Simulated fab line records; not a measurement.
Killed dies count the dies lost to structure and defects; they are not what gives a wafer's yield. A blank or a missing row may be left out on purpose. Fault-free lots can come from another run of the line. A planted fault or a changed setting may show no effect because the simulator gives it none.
Code-filled problem report in 8D (eight disciplines) form    flow sky130    the parts of the form that need people (team, actions taken, sign-off) are left out

## 1. THE PROBLEM
Wafers without a fault read 0.2, standard deviation 0.48; killed at other at SKY_PAD_OPEN_PROBE_99 reads a mean of 51.0 on 2 wafers belonging to 2 lots. That is +99 or more standard deviations from the usual mean.
Seen first at day 49 18:21 on prober-01, wafer L496.2. The record has a number at this step for 12 wafers belonging to 4 lots. Rule for "out", or "out of limits": more than 4 standard deviations from the usual mean. All remaining wafers that have a number are taken as sound.

## 2. WHAT IT IS AND WHAT IT IS NOT
question                     is                                                                                                    is not
which readings at this step  killed at other, defect limited yield, killed dies, sort_bin_5_function, sort n pass, sort yield pct  killed_at_M0_to_M3, killed_at_M4_up, killed at contacts, killed at front end, killed open, killed short, sort_bin_6_memory
which lots                   L496, L498                                                                                            L481, L490
which wafers of those lots   L496.2, L498.6                                                                                        L496.3, L496.6, L498.2, L498.5
read on which tools          prober-01                                                                                             -
when                         from day 49 18:21                                                                                     up to then (6 sound wafers); but 4 sound wafers of L496, L498 came after

## 3. WHAT RULES OUT EACH SUSPECT
Counting: any tool at a process step up to the reading remains a suspect provided it ran every lot that is out. Sound lots after the first of them don't rule it out here, since some wafers of a struck lot are sound.
- pvd sputter-02 at SKY_CAPM_SPUTTER_02 (material TiN, target thk 200 nm, time 166.7 s): kept. It ran every lot that is out, first L496 (day 41 13:24); its last sound lot up to then is L490 (day 40 09:55).
- prober-01 at SKY_PAD_OPEN_PROBE_99: kept. It ran every lot that is out, first L496 (day 49 18:21); its last sound lot up to then is L490 (day 49 00:12). On those wafers its own readings are out: defect limited yield, killed at other, killed dies, sort_bin_5_function, sort n pass, sort yield pct.
The count leaves prober-01 at SKY_PAD_OPEN_PROBE_99 and pvd sputter-02 at SKY_CAPM_SPUTTER_02.

## 4. THE CAUSE (what the simulator had put in)
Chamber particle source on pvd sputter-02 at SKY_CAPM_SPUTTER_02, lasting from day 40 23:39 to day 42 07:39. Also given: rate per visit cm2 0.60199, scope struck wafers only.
After counting, 2 suspects remain, this tool included.

## 5. SEQUENCE OF EFFECTS, ordered by route
Each row: a reading whose mean over the struck wafers that have a number lies more than 3 standard deviations from the usual. Scope: only readings with a usual standard deviation given in the record; hours: median across lots of the time from each lot's start at the first step in this table that gives one to its start at this step; sigmas: change in usual standard deviations.
hours  step                   reading               usual   on struck wafers  change  sigmas
0      SKY_PAD_OPEN_PROBE_99  defect limited yield  82.3 %  71.2              -11.0   -5.8
0      SKY_PAD_OPEN_PROBE_99  killed at other       0.2     51.0              +50.8   +99 or more
0      SKY_PAD_OPEN_PROBE_99  killed dies           87      142               +54     +5.7
0      SKY_PAD_OPEN_PROBE_99  sort_bin_5_function   10.5 %  19.2              +8.7    +5.8
0      SKY_PAD_OPEN_PROBE_99  sort n pass           405     350               -54     -5.7
0      SKY_PAD_OPEN_PROBE_99  sort yield pct        82.3 %  71.2              -11.0   -5.8
Its process steps:
- SKY_PAD_OPEN_PROBE_99

## 6. WHAT WOULD HAVE CAUGHT IT SOONER
First out-of-limits reading in this record: day 49 18:21, which is 211 hours after fault onset at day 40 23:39.
Tool readings at SKY_CAPM_SPUTTER_02 with a usual standard deviation given in the record: none out on any struck wafer, hence no alarm at a limit of 4 standard deviations on them.
By day 49 18:21 the whole set of lots that are out, 2 in number, had already begun SKY_CAPM_SPUTTER_02 on pvd sputter-02. Holding the tool at that point would not have protected any of them.
